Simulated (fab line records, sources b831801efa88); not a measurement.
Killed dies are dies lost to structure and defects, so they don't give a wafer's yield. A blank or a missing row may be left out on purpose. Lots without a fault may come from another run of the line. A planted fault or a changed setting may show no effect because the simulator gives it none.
Which tool did it? | flow sky130 | 10 lots, 30 wafers sampled, at 6 steps of a route of 708

WHAT THE GAUGES READ, wafer by wafer
SKY_CAPM_RS_MEAS_03: measures by four-point-probe.
lot  | measured     | on            | CAPM_TIN_RS (ohm/sq)
L637 | day 37 08:49 | film_metro-01 | 6.91 6.97 6.92
L638 | day 37 11:02 | film_metro-03 | 6.77 6.94 6.92
L640 | day 37 11:29 | film_metro-04 | 6.88 6.71 6.76
L642 | day 39 08:46 | film_metro-01 | 6.88 7.03 6.96
L643 | day 39 11:04 | film_metro-03 | 6.95 6.80 7.03
L647 | day 39 17:55 | film_metro-01 | 6.93 6.81 6.84
L656 | day 42 09:58 | film_metro-03 | 6.24 6.55 6.43 6.24 6.55 6.41
L657 | day 42 12:38 | film_metro-01 | 6.20 6.48 6.37 6.19 6.50 6.38
L659 | day 43 00:20 | film_metro-01 | 6.88 6.92 6.90
L660 | day 43 06:55 | film_metro-04 | 6.99 6.91 6.87

SKY_CAPM_THK_MEAS_04: measures by xrf.
lot  | measured     | on            | CAPM_TIN_THK (nm)
L637 | day 37 08:55 | film_metro-01 | 202 200 201
L638 | day 37 11:10 | film_metro-03 | 207 202 203
L640 | day 37 11:35 | film_metro-04 | 203 209 207
L642 | day 39 08:53 | film_metro-01 | 201 197 200
L643 | day 39 11:11 | film_metro-03 | 201 207 200
L647 | day 39 18:01 | film_metro-01 | 200 204 203
L656 | day 42 13:03 | film_metro-03 | 224 215 219 224 214 219
L657 | day 42 14:47 | film_metro-01 | 225 215 219 225 215 220
L659 | day 43 00:27 | film_metro-01 | 202 200 202
L660 | day 43 07:02 | film_metro-04 | 200 202 203

WHICH TOOL RAN EACH LOT (tool, then ch and the chambers of the sampled wafers, then the start)
lot  | SKY_VIA2_ETCH_15                   | SKY_VIA2_CVD_21               | SKY_VIA2_CMP_24               | SKY_CAPM_SPUTTER_02
L637 | rie_diel-02 ch 1,2,3, day 37 07:04 | cvd_w-02 ch 0,1, day 37 07:52 | cmp-01 ch 0,3, day 37 08:11   | pvd_sputter-02, day 37 08:40
L638 | rie_diel-03 ch 2,3, day 37 09:22   | cvd_w-02 ch 0,1, day 37 10:05 | cmp-02 ch 0,2,3, day 37 10:23 | pvd_sputter-02, day 37 10:56
L640 | rie_diel-04 ch 0,1, day 37 09:43   | cvd_w-01 ch 0,1, day 37 10:31 | cmp-01 ch 0,1,3, day 37 10:53 | pvd_sputter-04, day 37 11:19
L642 | rie_diel-03 ch 1,2,3, day 39 06:55 | cvd_w-02 ch 0,1, day 39 07:39 | cmp-01 ch 0,1,3, day 39 08:01 | pvd_sputter-02, day 39 08:39
L643 | rie_diel-04 ch 0,1,3, day 39 08:10 | cvd_w-02 ch 0,1, day 39 08:53 | cmp-01 ch 1,2,3, day 39 09:15 | pvd_sputter-04, day 39 10:57
L647 | rie_diel-04 ch 0,2,3, day 39 16:13 | cvd_w-01 ch 0,1, day 39 16:56 | cmp-01 ch 0,2,3, day 39 17:18 | pvd_sputter-03, day 39 17:47
L656 | rie_diel-02 ch 0,1,3, day 42 07:52 | cvd_w-01 ch 0,1, day 42 09:01 | cmp-02 ch 0,2,3, day 42 09:23 | pvd_sputter-02, day 42 09:52
L657 | rie_diel-04 ch 1,2,3, day 42 10:16 | cvd_w-02 ch 0,1, day 42 11:31 | cmp-02 ch 0,1,2, day 42 12:02 | pvd_sputter-02, day 42 12:28
L659 | rie_diel-04 ch 1,3, day 42 22:37   | cvd_w-01 ch 0,1, day 42 23:22 | cmp-01 ch 1,2,3, day 42 23:44 | pvd_sputter-03, day 43 00:13
L660 | rie_diel-03 ch 0,2,3, day 43 05:13 | cvd_w-01 ch 0,1, day 43 05:56 | cmp-01 ch 0,3, day 43 06:17   | pvd_sputter-04, day 43 06:47
- SKY_VIA2_ETCH_15: etches SiO2 in C4F8/O2/Ar, stops on TiN, target depth 546 nm, time 84 s.
- SKY_VIA2_CVD_21: deposits W, target thk 420 nm, time 126.4 s.
- SKY_VIA2_CMP_24: polishes, stops on SiO2, t overpolish 20 s, target thk 0 nm.
- SKY_CAPM_SPUTTER_02: material TiN, target thk 200 nm, time 166.7 s.

WHAT THE TOOLS THEMSELVES READ (means of the sampled wafers that have a number; where no wafer has one, the mark that the record gives instead)
SKY_VIA2_ETCH_15.
lot  | tool        | chamber_pressure_mTorr (mTorr) | oes_product_au (a.u.)
L637 | rie_diel-02 | 40.07                          | 0.941
L638 | rie_diel-03 | 40.01                          | 0.938
L640 | rie_diel-04 | 39.98                          | 0.936
L642 | rie_diel-03 | 39.99                          | 0.942
L643 | rie_diel-04 | 40.03                          | 0.943
L647 | rie_diel-04 | 40.03                          | 0.938
L656 | rie_diel-02 | 40.00                          | 0.935
L657 | rie_diel-04 | 39.96                          | 0.941
L659 | rie_diel-04 | 40.00                          | 0.944
L660 | rie_diel-03 | 40.01                          | 0.940

SKY_VIA2_CVD_21.
lot  | tool     | heater_power_w (W)
L637 | cvd_w-02 | 893
L638 | cvd_w-02 | 905
L640 | cvd_w-01 | 791
L642 | cvd_w-02 | 826
L643 | cvd_w-02 | 832
L647 | cvd_w-01 | 793
L656 | cvd_w-01 | 813
L657 | cvd_w-02 | 856
L659 | cvd_w-01 | 808
L660 | cvd_w-01 | 805

SKY_VIA2_CMP_24.
lot  | tool   | motor_current_A (A) | overpolish_run_s (s) | slurry_filter_dp_kPa (kPa) | time_to_endpoint_s (s)
L637 | cmp-01 | 12.4                | 20.001               | 13.49                      | 100
L638 | cmp-02 | 10.2                | 19.996               | 13.55                      | 100
L640 | cmp-01 | 12.1                | 20.008               | 13.47                      | 102
L642 | cmp-01 | 11.6                | 20.003               | 13.53                      | 99
L643 | cmp-01 | 12.2                | 20.001               | 13.54                      | 100
L647 | cmp-01 | 11.8                | 20.001               | 13.40                      | 102
L656 | cmp-02 | 10.3                | 19.996               | 13.51                      | 102
L657 | cmp-02 | 10.1                | 20.001               | 13.57                      | 108
L659 | cmp-01 | 12.4                | 19.998               | 13.42                      | 101
L660 | cmp-01 | 12.6                | 20.012               | 13.63                      | 103

SKY_CAPM_SPUTTER_02.
lot  | tool           | cathode_dc_power_W (W) | throttle_valve_pct (%)
L637 | pvd_sputter-02 | 6500.0                 | 29.8
L638 | pvd_sputter-02 | 6501.3                 | 29.4
L640 | pvd_sputter-04 | 6500.5                 | 30.4
L642 | pvd_sputter-02 | 6499.6                 | 29.8
L643 | pvd_sputter-04 | 6499.1                 | 29.8
L647 | pvd_sputter-03 | 6499.7                 | 30.3
L656 | pvd_sputter-02 | 6501.1                 | 29.9
L657 | pvd_sputter-02 | 6500.3                 | 30.0
L659 | pvd_sputter-03 | 6501.4                 | 30.4
L660 | pvd_sputter-04 | 6501.4                 | 30.9

THE ANSWER, worked out from the rows above alone
Rule: what is usual is taken from the lots themselves. Put in order of their means at a reading, lots are off if they are a third of the lots or fewer, leave a main group of 4 or more, and stand apart from it by a gap of 3 or more times the standard deviation of the main group's means; of several such gaps the widest counts. A main group whose means are all the same, to the digits that the tables above print for the reading, isn't used. A lot without any number at a reading at which 4 lots or more have one is off too. The other lots that the step has rows for count as sound. The gauges are gone through in route order, then the tools' own readings, and for those a lot's mean is taken as printed above. The first step at which some lot is off is used, and at that step the reading that is off furthest; a lot without a number counts as furthest.
Off: L656, L657, at SKY_CAPM_RS_MEAS_03 (CAPM_TIN_RS). The main group: mean 6.90 ohm/sq, standard deviation 0.051.
A tool fits if, at a process step before that reading, it ran every lot that is off, and no sound lot after the first of them. The gauges at SKY_CAPM_RS_MEAS_03 aren't tried: what is off there is off at SKY_VIA2_CMP_24 too, on other tools, and a gauge's error can't cause that. Can't be told from this: 2 tools fit, cmp-02 at SKY_VIA2_CMP_24, pvd_sputter-02 at SKY_CAPM_SPUTTER_02.

WHAT THE SIMULATOR HAD PUT IN
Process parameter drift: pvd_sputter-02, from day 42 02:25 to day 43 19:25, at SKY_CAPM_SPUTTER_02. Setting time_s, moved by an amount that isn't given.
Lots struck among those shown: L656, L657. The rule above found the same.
